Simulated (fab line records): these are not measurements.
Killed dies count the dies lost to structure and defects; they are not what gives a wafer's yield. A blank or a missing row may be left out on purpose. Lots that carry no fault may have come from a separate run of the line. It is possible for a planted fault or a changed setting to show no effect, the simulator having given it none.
Matching of chambers	flow sky130	rie-diel-03 running SKY_LI_CONTACT_ETCH_15: 4 sister chambers
The step etches PSG in C4F8/O2/Ar, stops on Si, target depth 600 nm. 4 wafers are shown with their chamber, then 9 later ones without.

== WAFERS, EACH WITH ITS CHAMBER ==
wafer	chamber	oes-product-au (a.u.)
L077.6	0	0.839
L087.1	3	0.832
L087.2	1	0.847
L087.4	2	0.828

== WAFERS WITH NO CHAMBER GIVEN ==
wafer	oes-product-au (a.u.)
L088.1	0.840
L088.2	0.842
L088.6	0.830
L091.3	0.831
L091.4	0.841
L091.6	0.840
L097.2	0.835
L097.3	0.836
L097.5	0.839

== WHICH CHAMBER EACH WENT THROUGH ==
wafer	from the rows above	in truth
L088.1	0	0
L088.2	can't be placed: 0 or 1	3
L088.6	can't be placed: 2 or 3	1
L091.3	can't be placed: 3 or 2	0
L091.4	can't be placed: 0 or 1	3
L091.6	0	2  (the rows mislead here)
L097.2	can't be placed: 3 or 0 or 2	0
L097.3	can't be placed: 0 or 3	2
L097.5	0	0
Correct placement for 2 of the 9. Cannot be placed on the basis of these rows: 6; the candidates contain the true chamber in 1. Number placed wrongly: 1.
How it was worked out, from the rows above alone: a wafer's distance from a chamber is the root of the sum, over the readings, of the square of ((its reading less the chamber's mean) divided by the reading's scatter). If the next closest chamber is less than 2 further off than the closest, the wafer can't be placed; otherwise it belongs to the closest. The mean given for a chamber averages the wafers shown for that chamber. The scatter: root of mean squared gap, hidden wafer to nearest shown wafer, with one shown wafer a chamber.
